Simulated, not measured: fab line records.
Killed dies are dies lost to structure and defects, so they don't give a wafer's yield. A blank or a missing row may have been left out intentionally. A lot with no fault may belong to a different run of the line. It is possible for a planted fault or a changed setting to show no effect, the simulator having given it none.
Which tool did it? + flow sky130 + 14 lots, 42 wafers sampled, at 2 steps of a route of 708

## WHAT THE GAUGES SHOWED, per wafer
SKY_METAL3_OVL_MEAS_14.
| lot  | measured     | on         | METAL3_OVL (nm) |
|------|--------------|------------|-----------------|
| L898 | day 38 12:05 | overlay-02 | 7 7 12          |
| L899 | day 39 02:33 | overlay-02 | -6 1 0          |
| L900 | day 39 07:43 | overlay-01 | 4 5 2           |
| L901 | day 39 18:46 | overlay-01 | -8 -8 -5        |
| L903 | day 40 17:22 | overlay-01 | -9 -6 -2        |
| L904 | day 40 23:18 | overlay-02 | 1 -1 1          |
| L906 | day 41 08:51 | overlay-02 | 14 15 13        |
| L909 | day 42 05:25 | overlay-01 | -4 4 1          |
| L912 | day 42 23:32 | overlay-01 | 3 1 2           |
| L916 | day 44 02:25 | overlay-01 | -1 3 -6         |
| L918 | day 44 12:49 | overlay-02 | 8 -1 0          |
| L919 | day 44 20:50 | overlay-02 | 15 3 9          |
| L920 | day 44 22:58 | overlay-02 | 3 4 2           |
| L921 | day 45 03:54 | overlay-01 | -1 -1 5         |

SKY_VIA3_BOW_MEAS_03.
| lot  | measured     | on           | VIA3_BOW (um) |
|------|--------------|--------------|---------------|
| L898 | day 38 13:45 | filmMetro-01 | 66 61 64      |
| L899 | day 39 04:36 | filmMetro-01 | 80 90 91      |
| L900 | day 39 09:14 | filmMetro-03 | 79 86 69      |
| L901 | day 39 20:17 | filmMetro-01 | 87 81 80      |
| L903 | day 40 18:59 | filmMetro-04 | 79 92 85      |
| L904 | day 41 00:47 | filmMetro-04 | 77 69 96      |
| L906 | day 41 10:22 | filmMetro-04 | 82 97 77      |
| L909 | day 42 06:56 | filmMetro-01 | 72 86 77      |
| L912 | day 43 01:04 | filmMetro-03 | 92 74 83      |
| L916 | day 44 04:03 | filmMetro-04 | 72 73 76      |
| L918 | day 44 14:23 | filmMetro-03 | 82 68 72      |
| L919 | day 44 22:20 | filmMetro-01 | 74 75 83      |
| L920 | day 45 00:28 | filmMetro-03 | 73 76 89      |
| L921 | day 45 05:25 | filmMetro-03 | 79 83 72      |

## WHAT TOOL EACH LOT RAN ON (gives the tool, then ch and the chambers of the sampled wafers, and finally the start)
Record: no process step prior to these readings.

## AS READ BY THE TOOLS THEMSELVES (means over the sampled wafers that have a number; for cases with no such wafer, the mark the record gives instead)
The record holds no such reading with a usual standard deviation.

## THE ANSWER, worked out from the rows above alone
Rule: the lots themselves supply what counts as usual. Put in order of their means at a reading, lots are off if they are a third of the lots or fewer, leave a main group of 4 or more, and stand apart from it by a gap of 3 or more times the standard deviation of the main group's means; of several such gaps the widest counts. If all means in a main group match to the digits the tables above print for the reading, that group is not used. Also off: a lot with no number at a reading for which 4 or more lots have one. Any other lot the step has rows for is counted as sound. After the gauges, taken in route order, come the tools' own readings; for these a lot's mean is taken, as printed above. At the first step where some lot is off, the reading lying furthest off is the one used; lots without a number count as furthest.
Nothing can be told from this: no lot is off at any reading shown.

## WHAT HAD BEEN PUT IN BY THE SIMULATOR
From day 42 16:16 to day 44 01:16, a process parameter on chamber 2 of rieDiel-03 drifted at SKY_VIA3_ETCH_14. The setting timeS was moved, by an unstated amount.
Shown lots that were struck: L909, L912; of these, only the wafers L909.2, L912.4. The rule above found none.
